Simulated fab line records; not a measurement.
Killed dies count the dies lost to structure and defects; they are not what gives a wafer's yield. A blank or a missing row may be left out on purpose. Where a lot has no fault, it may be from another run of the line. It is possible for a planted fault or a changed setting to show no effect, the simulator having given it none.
Which tool was responsible? || flow gf180mcu || 7 lots with 21 wafers sampled at 2 steps, on a route of 602 steps

WHAT THE GAUGES SHOWED, per wafer
GF_HV_LDD_RS_MEAS_53: measures by four-point-probe.
{"lot": "L337", "measured": "day 12 22:43", "on": "film-metro-04", "HV_LDD_RS (ohm/sq)": "417.9 417.2 416.1"}
{"lot": "L340", "measured": "day 13 22:32", "on": "film-metro-02", "HV_LDD_RS (ohm/sq)": "416.5 416.7 417.5"}
{"lot": "L343", "measured": "day 15 02:50", "on": "film-metro-02", "HV_LDD_RS (ohm/sq)": "419.4 418.6 418.6"}
{"lot": "L345", "measured": "day 15 23:18", "on": "film-metro-04", "HV_LDD_RS (ohm/sq)": "421.0 420.1 419.7"}
{"lot": "L353", "measured": "day 18 10:46", "on": "film-metro-02", "HV_LDD_RS (ohm/sq)": "408.4 - -"}
{"lot": "L355", "measured": "day 19 08:52", "on": "film-metro-02", "HV_LDD_RS (ohm/sq)": "- - -"}
{"lot": "L358", "measured": "day 20 14:26", "on": "film-metro-04", "HV_LDD_RS (ohm/sq)": "418.4 418.0 417.9"}

WHICH TOOL RAN EACH LOT (tool, then ch and the chambers of the sampled wafers, then the start)
{"lot": "L337", "GF_HV_LDD_IMPLANT_35": "implanter-04 ch 0, day 12 02:32"}
{"lot": "L340", "GF_HV_LDD_IMPLANT_35": "implanter-01 ch 0, day 13 01:19"}
{"lot": "L343", "GF_HV_LDD_IMPLANT_35": "implanter-03 ch 0, day 14 05:08"}
{"lot": "L345", "GF_HV_LDD_IMPLANT_35": "implanter-03 ch 0, day 15 00:31"}
{"lot": "L353", "GF_HV_LDD_IMPLANT_35": "implanter-01 ch 0, day 17 10:45"}
{"lot": "L355", "GF_HV_LDD_IMPLANT_35": "implanter-01 ch 0, day 18 07:46"}
{"lot": "L358", "GF_HV_LDD_IMPLANT_35": "implanter-03 ch 0, day 19 12:38"}
- GF_HV_LDD_IMPLANT_35

THE ANSWER, worked out from the rows above alone
Rule: the lots themselves supply what counts as usual. Put in order of their means at a reading, lots are off if they are a third of the lots or fewer, leave a main group of 4 or more, and stand apart from it by a gap of 3 or more times the standard deviation of the main group's means; of several such gaps the widest counts. The tables above print the reading to a certain number of digits; a main group whose means all agree to those digits is not used. A lot without any number at a reading at which 4 lots or more have one is off too. All remaining lots with rows at the step are treated as sound.
Off: L353, L355, at GF_HV_LDD_RS_MEAS_53 (HV_LDD_RS). Without a number there: L355. Main group: mean 418.2 ohm/sq, sd 1.2.
A tool fits if, at a process step before that reading, it ran every lot that is off, and no sound lot after the first of them. The gauges at GF_HV_LDD_RS_MEAS_53 are tried like those tools. This does not decide it: 2 tools fit, namely implanter-01 at GF_HV_LDD_IMPLANT_35 and film-metro-02 at GF_HV_LDD_RS_MEAS_53.

WHAT THE SIMULATOR HAD PUT IN
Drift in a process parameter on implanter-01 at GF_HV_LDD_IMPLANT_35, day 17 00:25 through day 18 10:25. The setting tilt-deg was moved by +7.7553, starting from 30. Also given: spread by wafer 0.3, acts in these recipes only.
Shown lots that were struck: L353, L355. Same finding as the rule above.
